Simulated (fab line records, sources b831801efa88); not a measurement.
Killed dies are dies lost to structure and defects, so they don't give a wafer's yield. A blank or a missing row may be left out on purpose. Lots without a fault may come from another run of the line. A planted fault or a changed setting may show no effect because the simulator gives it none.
A struck lot beside a sound one | flow sky130 | 17 steps out of a route of 708
Sound: wafers L984.1, L984.2, L984.4. Struck: wafer L985.3. (L985.1, L985.4 of the same lot were not struck and are left out.) The cause comes at the end.
At each step with rows: each side's tool, then ch and its chambers, then its first start. Under that, the readings that differ: sound wafers | struck wafers | difference of the means | sigmas: that difference in standard deviations of wafers without a fault.
alike: readings whose means differ by less than 2 such deviations, and words and numbers that are the same on both sides. not compared: withheld readings, readings that some wafer has no value for, bounds like >300 that may hide the same value, and numbers for which the record gives no deviation and whose values overlap.
The two part at a step that has a row with sigmas, a row that says differs or no value, or rows on one side only. Numbers that don't overlap but have no deviation are shown without sigmas and don't part them. A reading that every wafer of one side lacks parts them only if that side has two wafers or more.

first, 1 step without rows for these wafers: SKY_POLY_GATE_CVD_03 (deposits Si3N4 from DCS/NH3, target thk 75 nm, time 1290 s).
SKY_POLY_GATE_THK_MEAS_04:
  sound on film_metro-03, day 18 12:57; struck on film_metro-02, day 18 12:57
  alike: POLY_GATE_CVD_03_THK
then, 8 steps without rows for these wafers: SKY_POLY_GATE_DEHYDRATE_05 (time 60 s); SKY_POLY_GATE_HMDS_06 (prime time 60 s); SKY_POLY_GATE_COAT_07 (resist thk 110 nm); SKY_POLY_GATE_COAT_08 (resist thk 450 nm); SKY_POLY_GATE_SOFTBAKE_09 (time 90 s); SKY_POLY_GATE_EXPOSE_10 (exposes mask P1M, target cd 150 nm); SKY_POLY_GATE_PEB_11; SKY_POLY_GATE_DEVELOP_12 (develop time 60 s).
SKY_POLY_GATE_CD_MEAS_13: target cd 150 nm.
  sound on cd_sem-01, day 19 19:19; struck on cd_sem-02, day 19 19:35
  reading    | sound             | struck | difference | sigmas
  cd_nm (nm) | 151.7 151.8 150.6 | 146.2  | -5.2       | -3
SKY_POLY_GATE_OVL_MEAS_14:
  sound on overlay-02, day 19 19:26; struck on overlay-01, day 19 19:43
  alike: POLY_GATE_OVL
SKY_POLY_GATE_ETCH_15: etches BARC in N2/H2, stops on SiO2, time 118.5 s, target depth 110 nm.
  sound on rie_diel-02 ch 0,2,3, day 19 19:29; struck on rie_diel-04 ch 0, day 19 19:44
  reading                                          | sound              | struck | difference | sigmas
  bias_w (W)                                       | 99.85 100.17 99.71 | 81.16  | -18.75     | -67
  rf_hours_counter_h (h)                           | 19 8 46            | 77     | +53        |
  model.KrF-thick_of_POLY_GATE_COAT_08.thk_nm (nm) | 344.1 346.3 345.4  | 353    | +8         |
  alike: drypump_motor_current_A, oes_product_au, throttle_valve_pct
SKY_POLY_GATE_ETCH_16: etches Si3N4 in CH3F/O2, stops on poly-Si, time 147.5 s, target depth 75 nm.
  sound on rie_diel-02 ch 0,2,3, day 19 19:34; struck on rie_diel-04 ch 0, day 19 19:49
  reading                | sound   | struck | difference | sigmas
  rf_hours_counter_h (h) | 19 8 46 | 77     | +53        |
  alike: bias_w, drypump_motor_current_A, oes_product_au, throttle_valve_pct
SKY_POLY_GATE_ETCH_17: etches poly-Si in HBr/Cl2, stops on SiO2, target depth 180 nm, time 70.5 s.
  sound on rie_si-01 ch 0,1,2, day 19 19:40; struck on rie_si-02 ch 3, day 19 19:55
  reading                                          | sound           | struck | difference | sigmas
  model.KrF-thick_of_POLY_GATE_COAT_08.thk_nm (nm) | 141.9 143 136.9 | 150    | +9         |
  alike: bias_w, drypump_motor_current_A, oes_product_au, throttle_valve_pct
  not compared: rf_hours_counter_h
SKY_POLY_GATE_STRIP_18: strips in O2/N2.
  sound on plasma_asher-02 ch 0,1, day 19 19:43; struck on plasma_asher-04 ch 1, day 19 19:59
  reading                      | sound          | struck | difference | sigmas
  drypump_motor_current_A (A)  | 5.6 5.8 5.5    | 6.7    | +1.1       | +2
  strip_time_to_endpoint_s (s) | 3.18 3.21 3.15 | 3.28   | +0.10      | +3
  alike: oes_product_au
  not compared: rf_hours_counter_h
then, 1 step without rows for these wafers: SKY_PAD_OPEN_PROBE_99.

WHERE THEY PART
First at SKY_POLY_GATE_CD_MEAS_13; last, within this record, at SKY_POLY_GATE_STRIP_18.

WHY: what the simulator had put in
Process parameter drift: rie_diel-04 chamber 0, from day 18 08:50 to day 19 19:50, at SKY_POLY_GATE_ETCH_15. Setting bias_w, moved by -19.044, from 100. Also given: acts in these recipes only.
